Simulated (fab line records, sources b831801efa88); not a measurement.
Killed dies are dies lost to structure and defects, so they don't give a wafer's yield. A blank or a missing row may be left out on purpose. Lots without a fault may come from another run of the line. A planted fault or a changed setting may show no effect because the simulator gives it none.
fab line records | flow sky130
record lots=16 wafers=48 last_day=50
route steps=708 shown FIELD_ISO@18 NWELL@71 VT_ADJUST_HVTP@93 VT_ADJUST_LVTN@104
lots that met no fault: from a run of the same line without faults
start_h: hours from the record's first day to the start of the lot's first wafer shown | wait_h: hours since the lot's step before | " the same as in the row above | L1.1+2: a row that stands for several wafers | - no value, or no start given | * or withheld: withheld | < > ~ a bound
route shown NAME@n: a module of which the file shows steps, and the number in the route of the first | usual: mean/standard deviation of fault-free wafers | same: alike in all rows | chamber/n: place in a boat | sites: the reading at each site | _std_site: their standard deviation | _edge_site: outer sites' mean less inner sites' | radius_mm: how far each site lies from the wafer's centre | mask NAME#n: copy n | behind: the tool/chamber that last shaped the wafer | hold: why the lot was held/for how many hours/how that ended | device: the transistor (n, p or np) that didn't switch | end of line: the same wafers' tests at the end of the route | a step without rows: its recipe alone | killed: dies lost to structure and defects at the first sort, not the wafer's yield | map: a wafer's dies, x killed, . not, _ none there
set.NAME: the setting as run; set.NAME@STEP: as run at that earlier step | model.NAME: the simulator's own value behind a step, which no gauge read
steps of the route over a sample of lots; a table a step, a row a wafer
services: from which hour (start_h, from the record's first day; less than 0 if before it) a tool's chamber was out of use, for how many hours, and why
## steps
# step SKY_FIELD_ISO_ETCH_17
# recipe target_depth_a=3420 mask_material=Si3N4 chemistry=HBr/Cl2/O2 target=Si taper_deg=5 icp_w=600 bias_w=150 pressure_mtorr=15 HBr_flow_sccm=150 Cl2_flow_sccm=40 O2_flow_sccm=6 time_s=97.7
# usual HBr_flow_sccm=150.0/0.45 chamber_pressure_mTorr=14.999/0.014 drypump_motor_current_A=5.8/0.32 he_backside_leak_sccm=2.85/0.18 oes_product_au=0.998/0.011 rf_fwd_power_W=596.2/2.3 throttle_valve_pct=25.659/0.011
# columns lot.wafer tool chamber start_h wait_h HBr_flow_sccm chamber_pressure_mTorr drypump_motor_current_A he_backside_leak_sccm oes_product_au rf_fwd_power_W rf_hours_counter_h throttle_valve_pct
L882.1 rie_si-01 1 28.98 0.1 149.6 14.984 5.6 2.67 1.009 598.0 98 25.648
L882.4 " 3 " " 150.3 14.993 6.1 2.76 1.008 593.3 136 25.644
L882.6 " 0 " " 148.9 15.018 5.9 2.97 1.004 593.5 - 25.648
L883.2 rie_si-02 3 33.93 0.1 150.6 14.983 5.9 2.97 0.990 599.8 75 25.681
L883.5 " 1 " " 149.9 14.987 5.4 2.88 0.982 595.3 - 25.660
L883.6 " 0 " " 150.1 15.002 5.0 3.01 0.998 594.1 - 25.654
L885.2 rie_si-02 2 42.96 0.1 149.6 14.989 6.1 2.42 0.988 595.4 2 25.668
L885.4 " 1 " " 150.1 15.007 5.5 3.03 0.985 591.6 150 25.640
L885.6 " 1 " " 149.8 15.017 5.5 2.95 0.988 595.0 - 25.654
L887.3 rie_si-02 1 64.11 0.0 149.7 15.009 5.5 3.12 1.004 596.1 151 25.658
L887.4 " 3 " " 150.1 14.973 5.9 3.07 0.991 594.7 - 25.668
L887.5 " 2 " " 150.0 15.005 6.1 2.48 0.993 595.7 - 25.669
L888.1 rie_si-01 2 64.46 0.1 149.6 15.022 5.8 2.85 0.996 592.7 112 25.655
L888.5 " 3 " " 149.9 14.981 6.2 2.93 1.019 597.0 - 25.654
L888.6 " 2 " " 149.7 14.999 5.8 2.73 1.005 594.8 - 25.649
L886.1 rie_si-02 2 64.73 0.1 149.9 15.013 6.1 2.61 0.992 598.5 2 25.675
L886.5 " 1 " " 151.1 15.017 5.4 2.99 0.997 592.0 - 25.672
L886.6 " 2 " " 149.8 15.003 6.1 2.54 0.986 599.1 - 25.662
L890.1 rie_si-01 3 70.72 0.1 150.6 14.992 6.1 2.87 1.007 595.5 137 25.652
L890.2 " 0 " " 150.0 15.008 6.0 2.82 1.004 598.3 41 25.658
L890.5 " 1 " " 149.5 14.993 5.7 2.82 1.001 596.9 - 25.664
L891.1 rie_si-01 0 75.11 0.1 150.2 15.003 5.9 2.91 1.002 594.0 41 25.671
L891.5 " 1 " " 149.9 15.002 5.6 2.90 0.997 595.5 - 25.659
L891.6 " 2 " " 149.9 15.004 5.8 2.90 1.006 594.4 - 25.666
L892.1 rie_si-02 3 79.96 0.1 150.7 14.986 5.9 3.19 0.994 594.0 75 25.665
L892.2 " 1 " " 150.2 15.010 5.5 3.11 0.992 595.5 151 25.665
L892.5 " 3 " " 149.9 14.992 5.9 3.08 0.992 595.1 - 25.667
L893.1 rie_si-01 1 85.31 0.1 150.3 15.004 5.6 2.66 0.997 592.4 98 25.652
L893.3 " 0 " " 150.1 15.015 5.9 2.86 0.984 596.1 41 25.668
L893.5 " 2 " " 149.8 14.973 5.8 3.02 1.007 594.1 - 25.651
L894.3 rie_si-01 3 93.42 0.0 149.8 15.008 6.1 2.80 1.015 595.9 137 25.648
L894.4 " 2 " " 149.7 14.989 5.9 3.05 1.005 595.4 113 25.658
L894.5 " 1 " " 149.6 15.004 5.6 2.89 0.991 595.7 - 25.659
L895.1 rie_si-01 0 97.91 0.1 150.7 14.989 5.9 3.00 1.009 597.6 41 25.650
L895.4 " 2 " " 151.0 15.010 5.8 3.16 1.001 595.1 113 25.654
L895.6 " 3 " " 150.0 15.001 6.1 3.00 1.011 594.2 - 25.638
L896.1 rie_si-02 3 102.23 0.1 150.6 15.008 5.9 3.06 0.993 597.8 76 25.671
L896.2 " 0 " " 149.4 15.015 5.0 2.92 1.006 596.0 0 25.652
L896.3 " 2 " " 150.0 15.007 6.1 2.68 0.995 599.6 2 25.683
L897.2 rie_si-02 1 107.41 0.1 150.3 14.994 5.4 2.73 0.990 597.9 0 25.672
L897.5 " 0 " " 149.6 15.007 5.0 2.82 1.004 596.4 - 25.643
L897.6 " 3 " " 150.6 15.008 5.9 2.96 0.982 596.8 - 25.659
L898.2 rie_si-01 2 111.22 0.1 149.9 15.009 5.8 3.09 1.012 590.4 113 25.659
L898.3 " 3 " " 149.2 14.991 6.2 2.92 1.020 593.8 137 25.654
L898.5 " 2 " " 149.8 14.976 5.8 3.05 0.988 594.2 - 25.660
L903.2 rie_si-02 3 138.78 0.1 150.3 14.976 5.9 3.09 0.987 595.9 76 25.666
L903.4 " 1 " " 149.9 14.969 5.4 2.76 1.006 592.8 0 25.626
L903.5 " 2 " " 149.7 14.981 6.1 2.39 0.982 597.1 - 25.664
# step SKY_NWELL_COAT_18
# recipe spin_rpm=2000 resist_thk_nm=3000
# usual chill_plate_temp_C=23.03/0.092
# columns lot.wafer tool chamber start_h wait_h chill_plate_temp_C
L882.1 litho_track-04 0 94.40 0.1 23.20
L882.4 " 0 " " 23.06
L882.6 " 0 " " 23.04
L883.2 litho_track-01 0 100.81 0.1 22.94
L883.5 " 0 " " 23.03
L883.6 " 0 " " 22.86
L885.2 litho_track-04 0 108.42 0.1 22.92
L885.4 " 0 " " 23.00
L885.6 " 0 " " 23.15
L887.3 litho_track-01 0 133.54 0.1 22.88
L887.4 " 0 " " 22.94
L887.5 " 0 " " 23.00
L888.1 litho_track-04 0 133.95 0.1 22.88
L888.5 " 0 " " 22.94
L888.6 " 0 " " 22.94
L886.1 litho_track-03 0 135.08 0.1 23.05
L886.5 " 0 " " 22.98
L886.6 " 0 " " 23.00
L890.1 litho_track-01 0 144.74 0.1 23.04
L890.2 " 0 " " 22.92
L890.5 " 0 " " 22.92
L891.1 litho_track-01 0 147.44 0.1 23.02
L891.5 " 0 " " 23.17
L891.6 " 0 " " 23.03
L892.1 litho_track-04 0 149.95 0.1 22.92
L892.2 " 0 " " 23.14
L892.5 " 0 " " 22.89
L893.1 litho_track-04 0 160.50 0.1 23.05
L893.3 " 0 " " 23.20
L893.5 " 0 " " 23.15
L894.3 litho_track-01 0 167.24 0.1 23.09
L894.4 " 0 " " 23.15
L894.5 " 0 " " 23.09
L895.1 litho_track-04 0 171.45 0.1 22.97
L895.4 " 0 " " 22.98
L895.6 " 0 " " 23.04
L896.1 litho_track-01 0 177.69 0.1 23.07
L896.2 " 0 " " 22.95
L896.3 " 0 " " 23.02
L897.2 litho_track-01 0 183.16 0.1 23.06
L897.5 " 0 " " 23.04
L897.6 " 0 " " 22.98
L898.2 litho_track-01 0 189.31 0.1 22.85
L898.3 " 0 " " 23.07
L898.5 " 0 " " 22.98
L903.2 litho_track-03 0 222.50 0.1 22.91
L903.4 " 0 " " 23.03
L903.5 " 0 " " 22.94
# step SKY_NWELL_STRIP_25
# recipe chemistry=O2/N2 power_w=1400 pressure_mtorr=1500 platen_temp_c=withheld o2_flow_sccm=3000 n2_flow_sccm=300 overash_fraction=0.5
# usual chamber_pressure_mTorr=1499.9/1.5 drypump_motor_current_A=5.6/0.44 oes_product_au=0.722/0.0044 strip_time_to_endpoint_s=36.95/0.089
# columns lot.wafer tool chamber start_h wait_h chamber_pressure_mTorr drypump_motor_current_A oes_product_au rf_hours_counter_h strip_time_to_endpoint_s
L882.1 plasma_asher-04 1 103.92 0.1 1500.9 5.6 0.729 43 36.98
L882.4 " 1 " " 1498.5 5.6 0.718 - 36.95
L882.6 " 1 " " 1497.8 5.6 0.729 - 36.90
L883.2 plasma_asher-01 1 110.32 0.1 1496.8 6.3 0.727 31 37.00
L883.5 " 1 " " 1501.8 6.3 0.729 - 36.97
L883.6 " 0 " " 1502.9 6.2 0.727 - 36.99
L885.2 plasma_asher-02 1 117.62 0.1 1497.7 5.7 0.717 42 37.11
L885.4 " 1 " " 1498.8 5.7 0.722 - 37.03
L885.6 " 1 " " 1497.9 5.7 0.725 - 37.01
L887.3 plasma_asher-02 0 143.97 0.1 1498.8 4.8 0.718 - 37.01
L887.4 " 1 " " 1500.5 5.7 0.728 - 36.93
L887.5 " 0 " " 1498.5 4.8 0.723 - 36.93
L888.1 plasma_asher-04 0 144.06 0.1 1500.5 5.4 0.725 47 36.90
L888.5 " 1 " " 1499.5 5.6 0.724 - 36.94
L888.6 " 0 " " 1501.5 5.4 0.719 - 36.91
L886.1 plasma_asher-04 0 145.19 0.1 1499.7 5.4 0.717 47 36.86
L886.5 " 0 " " 1500.9 5.4 0.726 - 36.88
L886.6 " 1 " " 1500.8 5.6 0.725 - 36.91
L890.1 plasma_asher-02 1 154.41 0.1 1502.2 5.7 0.723 45 36.85
L890.2 " 0 " " 1502.1 4.9 0.720 45 36.86
L890.5 " 0 " " 1499.1 4.9 0.727 - 36.84
L891.1 plasma_asher-02 0 157.87 0.1 1500.2 4.9 0.724 46 36.90
L891.5 " 1 " " 1499.6 5.7 0.724 - 36.93
L891.6 " 0 " " 1500.3 4.9 0.720 - 36.97
L892.1 plasma_asher-02 0 161.12 0.1 1499.3 4.9 0.718 46 36.99
L892.2 " 1 " " 1499.3 5.7 0.729 46 36.97
L892.5 " 0 " " 1498.3 4.9 0.717 - 36.99
L893.1 plasma_asher-01 0 170.46 0.1 1503.4 6.2 0.717 37 37.02
L893.3 " 0 " " 1499.6 6.2 0.719 - 37.05
L893.5 " 0 " " 1499.5 6.1 0.715 - 36.98
L894.3 plasma_asher-04 1 178.25 0.1 1497.8 5.6 0.727 - 31.71
L894.4 " 0 " " 1501.2 5.4 0.719 - 31.75
L894.5 " 1 " " 1499.9 5.6 0.715 - 31.78
L895.1 plasma_asher-02 1 183.24 0.1 1498.8 5.7 0.720 48 36.80
L895.4 " 1 " " 1498.1 5.7 0.720 - 36.80
L895.6 " 1 " " 1498.9 5.7 0.720 - 36.88
L896.1 plasma_asher-04 0 188.03 0.1 1501.5 5.5 0.721 52 31.78
L896.2 " 1 " " 1498.9 5.6 0.718 52 31.69
L896.3 " 0 " " 1500.4 5.5 0.719 - 31.78
L897.2 plasma_asher-01 0 193.91 0.1 1500.8 6.2 0.725 40 31.60
L897.5 " 1 " " 1497.9 6.3 0.725 - 31.63
L897.6 " 0 " " 1498.3 6.2 0.728 - 31.75
L898.2 plasma_asher-02 1 200.68 0.1 1499.9 5.7 0.718 50 31.78
L898.3 " 1 " " 1500.9 5.7 0.716 - 31.82
L898.5 " 1 " " 1499.2 5.7 0.715 - 31.72
L903.2 plasma_asher-04 1 234.23 0.1 1499.1 5.6 0.718 56 36.94
L903.4 " 0 " " 1500.6 5.4 0.719 - 37.05
L903.5 " 0 " " 1501.7 5.4 0.728 - 36.96
# step SKY_VT_ADJUST_HVTP_OVL_MEAS_08
# usual VT_ADJUST_HVTP_OVL=0.7/1.3
# columns lot.wafer tool chamber start_h wait_h VT_ADJUST_HVTP_OVL[nm]
L882.1 overlay-02 - 122.72 0.1 -0.2
L882.4 " - " " 0.6
L882.6 " - " " 1.0
L883.2 overlay-02 - 129.43 0.1 2.7
L883.5 " - " " 1.4
L883.6 " - " " 1.1
L885.2 overlay-02 - 137.28 0.1 -0.7
L885.4 " - " " 0.6
L885.6 " - " " 0.2
L887.3 overlay-01 - 163.34 0.1 -0.8
L887.4 " - " " 1.6
L887.5 " - " " 0.1
L888.1 overlay-01 - 164.67 0.1 1.1
L888.5 " - " " -0.2
L888.6 " - " " 1.4
L886.1 overlay-02 - 164.86 0.1 -1.5
L886.5 " - " " 0.9
L886.6 " - " " 1.3
L890.1 overlay-01 - 174.93 0.1 1.6
L890.2 " - " " 0.2
L890.5 " - " " 1.3
L891.1 overlay-02 - 178.46 0.1 -0.7
L891.5 " - " " -0.1
L891.6 " - " " 0.4
L892.1 overlay-02 - 182.17 0.1 0.3
L892.2 " - " " 0.2
L892.5 " - " " 0.4
L893.1 overlay-02 - 192.86 0.1 2.1
L893.3 " - " " 1.0
L893.5 " - " " 1.2
L894.3 overlay-01 - 200.24 0.1 1.0
L894.4 " - " " -0.5
L894.5 " - " " 1.3
L895.1 overlay-01 - 205.62 0.1 0.7
L895.4 " - " " 2.4
L895.6 " - " " 2.3
L896.1 overlay-02 - 209.87 0.1 0.2
L896.2 " - " " -0.5
L896.3 " - " " -0.2
L897.2 overlay-02 - 215.92 0.1 1.3
L897.5 " - " " -0.3
L897.6 " - " " 1.6
L898.2 overlay-02 - 222.73 0.1 1.1
L898.3 " - " " 0.2
L898.5 " - " " 0.2
L903.2 overlay-02 - 257.66 0.1 -0.5
L903.4 " - " " 1.6
L903.5 " - " " -0.5
# step SKY_VT_ADJUST_LVTN_OVL_MEAS_07
# usual VT_ADJUST_LVTN_OVL=-0.4/1.3
# columns lot.wafer tool chamber start_h wait_h VT_ADJUST_LVTN_OVL[nm]
L882.1 overlay-01 - 142.21 - 0.6
L882.4 " - " " 3.1
L882.6 " - " " 2.5
L883.2 overlay-01 - 149.08 - -2.2
L883.5 " - " " -1.8
L883.6 " - " " -0.9
L885.2 overlay-01 - 157.33 - -0.1
L885.4 " - " " -2.8
L885.6 " - " " 0.1
L887.3 overlay-02 - 184.37 - 1.0
L887.4 " - " " 0.5
L887.5 " - " " -0.1
L888.1 overlay-02 - 185.30 - -2.3
L888.5 " - " " -2.0
L888.6 " - " " -2.1
L886.1 overlay-02 - 185.58 - -3.0
L886.5 " - " " 0.4
L886.6 " - " " -1.1
L890.1 overlay-01 - 196.30 - 0.4
L890.2 " - " " -0.6
L890.5 " - " " 1.4
L891.1 overlay-01 - 199.81 - 0.2
L891.5 " - " " -0.5
L891.6 " - " " 0.6
L892.1 overlay-01 - 202.90 - -0.7
L892.2 " - " " 0.5
L892.5 " - " " -0.2
L893.1 overlay-02 - 214.03 - 1.1
L893.3 " - " " -0.2
L893.5 " - " " -0.4
L894.3 overlay-01 - 222.26 - -1.8
L894.4 " - " " -0.2
L894.5 " - " " -1.0
L895.1 overlay-01 - 227.75 - -0.5
L895.4 " - " " 0.1
L895.6 " - " " 0.2
L896.1 overlay-01 - 231.95 - 1.2
L896.2 " - " " 1.4
L896.3 " - " " 2.6
L897.2 overlay-01 - 238.75 - -0.7
L897.5 " - " " -0.7
L897.6 " - " " -1.3
L898.2 overlay-02 - 245.81 - -0.3
L898.3 " - " " 0.3
L898.5 " - " " -0.2
L903.2 overlay-02 - 282.23 - -1.6
L903.4 " - " " -1.1
L903.5 " - " " -1.7
## services
# columns tool chamber start_h hours kind
rie_si-01 1 35.78 6.6 repair
rie_si-02 0 63.08 - clean
rie_si-02 0 63.08 23.8 scheduled_down
rie_si-02 0 63.08 23.8 vent_cycle
plasma_asher-02 - 68.15 7.5 repair
plasma_asher-01 - 78.47 1.4 repair
rie_si-02 1 86.87 - clean
rie_si-02 1 86.87 16.8 scheduled_down
rie_si-02 1 86.87 16.8 vent_cycle
plasma_asher-04 - 91.42 2.5 repair
rie_si-02 - 113.84 2.8 pm
rie_si-01 2 115.29 7.1 repair
rie_si-01 3 138.81 - clean
rie_si-01 3 138.81 22.4 scheduled_down
rie_si-01 3 138.81 22.4 vent_cycle
rie_si-01 3 189.76 2.6 repair
## key
first_sign step=SKY_NWELL_STRIP_25 reading=strip_time_to_endpoint_s direction=down sigmas=59 usual=* struck=*
effect none on later readings
met_at SKY_NWELL_COAT_18
struck_lots L894,L896,L897,L898
sort_left_out L898.2,L898.3,L898.5
tester_left_out L894,L896,L897,L898
not_acting_at SKY_FIELD_ISO_ETCH_17,SKY_VT_ADJUST_HVTP_OVL_MEAS_08,SKY_VT_ADJUST_LVTN_OVL_MEAS_07
onset_between 147.44 167.24
fault kind=process_parameter_drift tool=litho_track-01 chamber=- onset_h=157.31 steps=SKY_NWELL_COAT_18 channel=resist_thk_nm offset=-457.07 shape=step end_h=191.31 acts_in=these_recipes_only stated=3000
# tester_left_out: of these lots the tester's yield and bins aren't shown, on N5 and GAA mostly nor the transistor test; their killed dies are dies lost to structure and defects alone, not to doping, threshold or leakage, so they don't give the yield
# sort_left_out: the simulated sort isn't trusted on such a fault, so these wafers' sort isn't shown, and their yield isn't known
